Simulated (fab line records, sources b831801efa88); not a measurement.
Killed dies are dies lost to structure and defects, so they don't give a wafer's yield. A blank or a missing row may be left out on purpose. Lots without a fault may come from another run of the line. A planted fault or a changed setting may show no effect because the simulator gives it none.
Which tool did it? | flow sky130 | 13 lots, 39 wafers sampled, at 3 steps of a route of 708

WHAT THE GAUGES READ, wafer by wafer
SKY_METAL1_CD_MEAS_15: target cd 140 nm.
lot  | measured     | on        | cd_nm (nm)
L536 | day 33 22:33 | cd_sem-02 | 139.0 137.6 138.7
L537 | day 34 03:36 | cd_sem-01 | 136.9 137.8 137.9
L538 | day 34 03:57 | cd_sem-02 | 137.9 137.7 139.8
L539 | day 34 13:03 | cd_sem-01 | 140.1 142.9 141.8
L540 | day 34 11:29 | cd_sem-01 | 140.3 138.8 139.1
L541 | day 34 13:26 | cd_sem-02 | 138.1 139.0 139.9
L542 | day 34 20:05 | cd_sem-01 | 141.0 139.2 139.8
L543 | day 35 13:09 | cd_sem-02 | 139.4 136.7 138.9
L544 | day 35 16:06 | cd_sem-02 | 141.9 141.0 140.9
L545 | day 35 19:01 | cd_sem-01 | 142.6 141.9 140.6
L546 | day 35 23:30 | cd_sem-02 | 140.8 141.5 140.6
L551 | day 37 18:20 | cd_sem-01 | 140.7 140.4 139.7
L553 | day 38 03:47 | cd_sem-01 | 140.7 139.6 140.6

WHICH TOOL RAN EACH LOT (tool, then ch and the chambers of the sampled wafers, then the start)
lot  | SKY_SONOS_TUNNEL_WET_ETCH_10    | SKY_METAL1_SPUTTER_02
L536 | wet_bench-01 ch 1, day 12 00:10 | pvd_sputter-03, day 32 20:35
L537 | wet_bench-01 ch 3, day 12 10:22 | pvd_sputter-02, day 33 00:58
L538 | wet_bench-01 ch 1, day 12 12:10 | pvd_sputter-03, day 33 01:17
L539 | wet_bench-01 ch 0, day 12 16:43 | pvd_sputter-02, day 33 09:28
L540 | wet_bench-01 ch 0, day 12 19:13 | pvd_sputter-04, day 33 09:13
L541 | wet_bench-04 ch 3, day 13 04:06 | pvd_sputter-03, day 33 09:53
L542 | wet_bench-01 ch 1, day 13 09:28 | pvd_sputter-03, day 33 18:02
L543 | wet_bench-01 ch 2, day 14 00:00 | pvd_sputter-04, day 34 10:16
L544 | wet_bench-02 ch 3, day 14 03:46 | pvd_sputter-04, day 34 14:13
L545 | wet_bench-01 ch 2, day 14 09:01 | pvd_sputter-04, day 34 16:48
L546 | wet_bench-02 ch 2, day 14 13:55 | pvd_sputter-03, day 34 21:09
L551 | wet_bench-01 ch 3, day 16 05:22 | pvd_sputter-04, day 36 16:22
L553 | wet_bench-01 ch 1, day 16 18:28 | pvd_sputter-02, day 37 03:04
- SKY_SONOS_TUNNEL_WET_ETCH_10: etches SiO2 in dHF, target depth 14 nm, time 280 s.
- SKY_METAL1_SPUTTER_02: material AlCu, target thk 250 nm, time 13.3 s.

WHAT THE TOOLS THEMSELVES READ (means of the sampled wafers that have a number; where no wafer has one, the mark that the record gives instead)
SKY_SONOS_TUNNEL_WET_ETCH_10.
lot  | tool         | temp_c (C)
L536 | wet_bench-01 | 25.05
L537 | wet_bench-01 | 24.93
L538 | wet_bench-01 | 24.93
L539 | wet_bench-01 | 25.08
L540 | wet_bench-01 | 24.99
L541 | wet_bench-04 | 25.04
L542 | wet_bench-01 | 25.10
L543 | wet_bench-01 | 25.03
L544 | wet_bench-02 | 25.04
L545 | wet_bench-01 | 24.96
L546 | wet_bench-02 | 25.05
L551 | wet_bench-01 | 24.90
L553 | wet_bench-01 | 24.92

SKY_METAL1_SPUTTER_02.
lot  | tool           | throttle_valve_pct (%)
L536 | pvd_sputter-03 | 29.1
L537 | pvd_sputter-02 | 30.0
L538 | pvd_sputter-03 | 29.1
L539 | pvd_sputter-02 | 29.3
L540 | pvd_sputter-04 | 31.6
L541 | pvd_sputter-03 | 29.2
L542 | pvd_sputter-03 | 29.7
L543 | pvd_sputter-04 | 29.9
L544 | pvd_sputter-04 | 31.2
L545 | pvd_sputter-04 | 29.9
L546 | pvd_sputter-03 | 30.6
L551 | pvd_sputter-04 | 31.3
L553 | pvd_sputter-02 | 30.7

THE ANSWER, worked out from the rows above alone
Rule: what is usual is taken from the lots themselves. Put in order of their means at a reading, lots are off if they are a third of the lots or fewer, leave a main group of 4 or more, and stand apart from it by a gap of 3 or more times the standard deviation of the main group's means; of several such gaps the widest counts. A main group whose means are all the same, to the digits that the tables above print for the reading, isn't used. A lot without any number at a reading at which 4 lots or more have one is off too. The other lots that the step has rows for count as sound. The gauges are gone through in route order, then the tools' own readings, and for those a lot's mean is taken as printed above. The first step at which some lot is off is used, and at that step the reading that is off furthest; a lot without a number counts as furthest.
No lot is off at any reading shown: from this, nothing can be told.

WHAT THE SIMULATOR HAD PUT IN
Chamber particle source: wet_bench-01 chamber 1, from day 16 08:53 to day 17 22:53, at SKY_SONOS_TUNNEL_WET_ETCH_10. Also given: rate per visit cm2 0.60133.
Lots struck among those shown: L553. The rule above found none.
